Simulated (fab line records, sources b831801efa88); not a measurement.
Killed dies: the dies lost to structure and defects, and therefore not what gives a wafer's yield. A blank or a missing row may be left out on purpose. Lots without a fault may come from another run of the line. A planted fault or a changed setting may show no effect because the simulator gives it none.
The tool behind it: which one? :: flow gf180mcu :: Sampling: 12 lots, 35 wafers, 5 of 602 route steps

WHAT THE GAUGES READ, wafer by wafer
The record holds no reading of a measuring or inspecting step that can be judged against a usual standard deviation.

WHAT TOOL EACH LOT RAN ON (gives the tool, then ch and the chambers of the sampled wafers, and finally the start)
lot: L259
GF_V2_CMP_26: cmp-01 ch 1,2, day 20 00:43
GF_M3_SPUTTER_00: pvd-sputter-02, day 20 00:58
GF_V3_CMP_04: cmp-01 ch 0,1, day 21 02:40
GF_V3_ETCH_17: rie-diel-04 ch 1,2, day 22 02:33 or earlier
GF_V3_STRIP_18: plasma-asher-03 ch 0,1, day 22 02:33

lot: L260
GF_V2_CMP_26: cmp-01 ch 0,2,3, day 20 16:19
GF_M3_SPUTTER_00: pvd-sputter-02, day 20 16:28
GF_V3_CMP_04: cmp-02 ch 0,2,3, day 21 17:26
GF_V3_ETCH_17: rie-diel-01 ch 0,1,3, day 22 16:49 or earlier
GF_V3_STRIP_18: plasma-asher-01 ch 0,1, day 22 16:49

lot: L262
GF_V2_CMP_26: cmp-02 ch 0,2,3, day 21 03:07
GF_M3_SPUTTER_00: pvd-sputter-01, day 21 03:22
GF_V3_CMP_04: cmp-01 ch 1,2,3, day 22 04:41
GF_V3_ETCH_17: rie-diel-02 ch 0,1,3, day 23 04:00 or earlier
GF_V3_STRIP_18: plasma-asher-03 ch 0,1, day 23 04:00

lot: L261
GF_V2_CMP_26: cmp-01 ch 1,2, day 21 09:08
GF_M3_SPUTTER_00: pvd-sputter-02, day 21 09:23
GF_V3_CMP_04: cmp-02 ch 0,1,2, day 22 09:53
GF_V3_ETCH_17: rie-diel-02 ch 0,2, day 23 09:14 or earlier
GF_V3_STRIP_18: plasma-asher-03 ch 0,1, day 23 09:14

lot: L263
GF_V2_CMP_26: cmp-02 ch 0,1,3, day 21 11:49
GF_M3_SPUTTER_00: pvd-sputter-03, day 21 12:01
GF_V3_CMP_04: cmp-01 ch 1,3, day 22 13:19
GF_V3_ETCH_17: rie-diel-04 ch 0,1,3, day 23 12:40 or earlier
GF_V3_STRIP_18: plasma-asher-03 ch 0,1, day 23 12:40

lot: L264
GF_V2_CMP_26: cmp-02 ch 1,2,3, day 21 23:33
GF_M3_SPUTTER_00: pvd-sputter-02, day 21 23:51
GF_V3_CMP_04: cmp-02 ch 0,1,2, day 23 00:43
GF_V3_ETCH_17: rie-diel-04 ch 1,3, day 23 23:44 or earlier
GF_V3_STRIP_18: plasma-asher-01 ch 0,1, day 23 23:44

lot: L265
GF_V2_CMP_26: cmp-01 ch 2,3, day 22 23:30
GF_M3_SPUTTER_00: pvd-sputter-02, day 22 23:48
GF_V3_CMP_04: cmp-02 ch 0,2, day 23 23:43
GF_V3_ETCH_17: rie-diel-01 ch 0,2, day 24 22:11 or earlier
GF_V3_STRIP_18: plasma-asher-01 ch 0,1, day 24 22:11

lot: L276
GF_V2_CMP_26: cmp-01 ch 1,2,3, day 26 07:34
GF_M3_SPUTTER_00: pvd-sputter-02, day 26 07:49
GF_V3_CMP_04: cmp-01 ch 0,2,3, day 27 06:35
GF_V3_ETCH_17: rie-diel-01 ch 0,2,3, day 28 04:20 or earlier
GF_V3_STRIP_18: plasma-asher-01 ch 0,1, day 28 04:20

lot: L278
GF_V2_CMP_26: cmp-01 ch 0,1,3, day 26 18:05
GF_M3_SPUTTER_00: pvd-sputter-02, day 26 18:17
GF_V3_CMP_04: cmp-02 ch 1,2,3, day 27 16:32
GF_V3_ETCH_17: rie-diel-01 ch 2,3, day 28 12:43 or earlier
GF_V3_STRIP_18: plasma-asher-03 ch 0,1, day 28 12:43

lot: L280
GF_V2_CMP_26: cmp-02 ch 0,1,3, day 27 14:34
GF_M3_SPUTTER_00: pvd-sputter-01, day 27 14:49
GF_V3_CMP_04: cmp-02 ch 0,1, day 28 12:49
GF_V3_ETCH_17: rie-diel-01 ch 0,2, day 29 08:35 or earlier
GF_V3_STRIP_18: plasma-asher-01 ch 0,1, day 29 08:35

lot: L281
GF_V2_CMP_26: cmp-02 ch 0,3, day 27 23:27
GF_M3_SPUTTER_00: pvd-sputter-02, day 27 23:42
GF_V3_CMP_04: cmp-01 ch 2,3, day 28 20:07
GF_V3_ETCH_17: rie-diel-01 ch 1,2,3, day 29 16:26 or earlier
GF_V3_STRIP_18: plasma-asher-01 ch 0,1, day 29 16:26

lot: L282
GF_V2_CMP_26: cmp-01 ch 0,3, day 28 02:23
GF_M3_SPUTTER_00: pvd-sputter-03, day 28 02:41
GF_V3_CMP_04: cmp-02 ch 0,1,3, day 28 23:47
GF_V3_ETCH_17: rie-diel-02 ch 1,3, day 29 19:05 or earlier
GF_V3_STRIP_18: plasma-asher-01 ch 0,1, day 29 19:05
- GF_V2_CMP_26: polishes, stops on SiO2, t overpolish 15 s, target thk 0 nm.
- GF_M3_SPUTTER_00: material Ti, target thk 37.5 nm, time 150 s.
- GF_V3_CMP_04: polishes SiO2.
- GF_V3_ETCH_17: etches SiO2 in C4F8/O2/Ar, stops on TiN, target depth 635 nm.
- GF_V3_STRIP_18: strips in O2/N2.

AS READ BY THE TOOLS THEMSELVES (means over the sampled wafers that have a number; for cases with no such wafer, the mark the record gives instead)
GF_V2_CMP_26. Usual: motor-current-A 10.9 A, standard deviation 1.2; overpolish-run-s 15.000 s, standard deviation 0.0077; time-to-endpoint-s 82 s, standard deviation 4.1.
lot: L259
tool: cmp-01
motor-current-A (A): 10.3
overpolish-run-s (s): 14.995
time-to-endpoint-s (s): 83
flag: 

lot: L260
tool: cmp-01
motor-current-A (A): 11.8
overpolish-run-s (s): 15.000
time-to-endpoint-s (s): 76
flag: 

lot: L262
tool: cmp-02
motor-current-A (A): 10.7
overpolish-run-s (s): 14.994
time-to-endpoint-s (s): 88
flag: 

lot: L261
tool: cmp-01
motor-current-A (A): 9.6
overpolish-run-s (s): 14.994
time-to-endpoint-s (s): 79
flag: 

lot: L263
tool: cmp-02
motor-current-A (A): 10.4
overpolish-run-s (s): 15.001
time-to-endpoint-s (s): 88
flag: 

lot: L264
tool: cmp-02
motor-current-A (A): 10.9
overpolish-run-s (s): 14.998
time-to-endpoint-s (s): 84
flag: 

lot: L265
tool: cmp-01
motor-current-A (A): 11.9
overpolish-run-s (s): 15.003
time-to-endpoint-s (s): 80
flag: 

lot: L276
tool: cmp-01
motor-current-A (A): 10.8
overpolish-run-s (s): 14.999
time-to-endpoint-s (s): 82
flag: 

lot: L278
tool: cmp-01
motor-current-A (A): 11.0
overpolish-run-s (s): 15.005
time-to-endpoint-s (s): 80
flag: 

lot: L280
tool: cmp-02
motor-current-A (A): 10.5
overpolish-run-s (s): 14.998
time-to-endpoint-s (s): 80
flag: 

lot: L281
tool: cmp-02
motor-current-A (A): 10.2
overpolish-run-s (s): 15.004
time-to-endpoint-s (s): 84
flag: 

lot: L282
tool: cmp-01
motor-current-A (A): 11.7
overpolish-run-s (s): 14.996
time-to-endpoint-s (s): 81
flag: 

GF_M3_SPUTTER_00. Usual: 30.5 % for throttle-valve-pct, sd 0.81.
lot: L259
tool: pvd-sputter-02
throttle-valve-pct (%): 30.7
flag: 

lot: L260
tool: pvd-sputter-02
throttle-valve-pct (%): 30.4
flag: 

lot: L262
tool: pvd-sputter-01
throttle-valve-pct (%): 31.0
flag: 

lot: L261
tool: pvd-sputter-02
throttle-valve-pct (%): 30.9
flag: 

lot: L263
tool: pvd-sputter-03
throttle-valve-pct (%): 29.9
flag: 

lot: L264
tool: pvd-sputter-02
throttle-valve-pct (%): 31.0
flag: 

lot: L265
tool: pvd-sputter-02
throttle-valve-pct (%): 31.1
flag: 

lot: L276
tool: pvd-sputter-02
throttle-valve-pct (%): 30.5
flag: 

lot: L278
tool: pvd-sputter-02
throttle-valve-pct (%): 30.9
flag: 

lot: L280
tool: pvd-sputter-01
throttle-valve-pct (%): 31.0
flag: 

lot: L281
tool: pvd-sputter-02
throttle-valve-pct (%): 30.8
flag: 

lot: L282
tool: pvd-sputter-03
throttle-valve-pct (%): 28.9
flag: 

GF_V3_CMP_04. Usual: motor-current-A 11.9 A, standard deviation 1.2; time-to-endpoint-s 79 s, standard deviation 5.4.
lot: L259
tool: cmp-01
motor-current-A (A): 10.7
time-to-endpoint-s (s): 75
flag: 

lot: L260
tool: cmp-02
motor-current-A (A): 11.7
time-to-endpoint-s (s): 86
flag: 

lot: L262
tool: cmp-01
motor-current-A (A): 12.0
time-to-endpoint-s (s): 71
flag: 

lot: L261
tool: cmp-02
motor-current-A (A): 12.3
time-to-endpoint-s (s): 78
flag: 

lot: L263
tool: cmp-01
motor-current-A (A): 10.8
time-to-endpoint-s (s): 80
flag: 

lot: L264
tool: cmp-02
motor-current-A (A): 11.6
time-to-endpoint-s (s): 75
flag: 

lot: L265
tool: cmp-02
motor-current-A (A): 12.7
time-to-endpoint-s (s): 73
flag: 

lot: L276
tool: cmp-01
motor-current-A (A): 13.2
time-to-endpoint-s (s): 78
flag: 

lot: L278
tool: cmp-02
motor-current-A (A): 11.7
time-to-endpoint-s (s): 80
flag: 

lot: L280
tool: cmp-02
motor-current-A (A): 11.6
time-to-endpoint-s (s): 75
flag: 

lot: L281
tool: cmp-01
motor-current-A (A): 12.5
time-to-endpoint-s (s): 77
flag: 

lot: L282
tool: cmp-02
motor-current-A (A): 11.6
time-to-endpoint-s (s): 78
flag: 

GF_V3_ETCH_17. Usual: 0.855 a.u. for oes-product-au, sd 0.0046.
lot: L259
tool: rie-diel-04
oes-product-au (a.u.): 0.854
flag: 

lot: L260
tool: rie-diel-01
oes-product-au (a.u.): 0.851
flag: 

lot: L262
tool: rie-diel-02
oes-product-au (a.u.): 0.852
flag: 

lot: L261
tool: rie-diel-02
oes-product-au (a.u.): 0.859
flag: 

lot: L263
tool: rie-diel-04
oes-product-au (a.u.): 0.865
flag: 

lot: L264
tool: rie-diel-04
oes-product-au (a.u.): 0.852
flag: 

lot: L265
tool: rie-diel-01
oes-product-au (a.u.): 0.875
flag: OFF

lot: L276
tool: rie-diel-01
oes-product-au (a.u.): 0.856
flag: 

lot: L278
tool: rie-diel-01
oes-product-au (a.u.): 0.856
flag: 

lot: L280
tool: rie-diel-01
oes-product-au (a.u.): 0.853
flag: 

lot: L281
tool: rie-diel-01
oes-product-au (a.u.): 0.856
flag: 

lot: L282
tool: rie-diel-02
oes-product-au (a.u.): 0.850
flag: 

GF_V3_STRIP_18. Usual: drypump-motor-current-A 5.9 A, standard deviation 0.38; heater-power-w 330 W, standard deviation 29; oes-product-au 0.594 a.u., standard deviation 0.0049.
lot: L259
tool: plasma-asher-03
drypump-motor-current-A (A): 6.1
heater-power-w (W): 324
oes-product-au (a.u.): 0.596
flag: 

lot: L260
tool: plasma-asher-01
drypump-motor-current-A (A): 6.0
heater-power-w (W): 311
oes-product-au (a.u.): 0.593
flag: 

lot: L262
tool: plasma-asher-03
drypump-motor-current-A (A): 6.1
heater-power-w (W): 344
oes-product-au (a.u.): 0.601
flag: 

lot: L261
tool: plasma-asher-03
drypump-motor-current-A (A): 6.1
heater-power-w (W): 321
oes-product-au (a.u.): 0.598
flag: 

lot: L263
tool: plasma-asher-03
drypump-motor-current-A (A): 6.1
heater-power-w (W): 350
oes-product-au (a.u.): 0.597
flag: 

lot: L264
tool: plasma-asher-01
drypump-motor-current-A (A): 5.7
heater-power-w (W): 320
oes-product-au (a.u.): 0.593
flag: 

lot: L265
tool: plasma-asher-01
drypump-motor-current-A (A): 5.8
heater-power-w (W): 320
oes-product-au (a.u.): 0.601
flag: 

lot: L276
tool: plasma-asher-01
drypump-motor-current-A (A): 6.0
heater-power-w (W): 318
oes-product-au (a.u.): 0.593
flag: 

lot: L278
tool: plasma-asher-03
drypump-motor-current-A (A): 6.1
heater-power-w (W): 346
oes-product-au (a.u.): 0.596
flag: 

lot: L280
tool: plasma-asher-01
drypump-motor-current-A (A): 6.0
heater-power-w (W): 316
oes-product-au (a.u.): 0.597
flag: 

lot: L281
tool: plasma-asher-01
drypump-motor-current-A (A): 6.0
heater-power-w (W): 311
oes-product-au (a.u.): 0.590
flag: 

lot: L282
tool: plasma-asher-01
drypump-motor-current-A (A): 6.0
heater-power-w (W): 314
oes-product-au (a.u.): 0.586
flag: 

THE ANSWER, worked out from the rows above alone
Rule: a lot counts as off when the mean over its wafers that have a number is more than 3 standard deviations away from the usual mean. A lot without any number at a reading at which 4 lots or more have one is off too. Where the step has rows for the other lots, those lots are counted as sound. Order of review: gauges by route order, followed by the tools' own readings, for which a lot's mean as printed above is used. The first step at which some lot is off is used, and at that step the reading that is off furthest; a lot without a number counts as furthest.
Off, at GF_V3_ETCH_17 on oes-product-au: L265.
If a tool, at that step or one of the process steps before it, ran each lot that is off and ran no sound lot following the first of them, it fits. GF_V3_ETCH_17: start missing for some lots; hours and lot order therefore follow GF_V3_STRIP_18. None of those tried fits.

WHAT THE SIMULATOR PUT IN
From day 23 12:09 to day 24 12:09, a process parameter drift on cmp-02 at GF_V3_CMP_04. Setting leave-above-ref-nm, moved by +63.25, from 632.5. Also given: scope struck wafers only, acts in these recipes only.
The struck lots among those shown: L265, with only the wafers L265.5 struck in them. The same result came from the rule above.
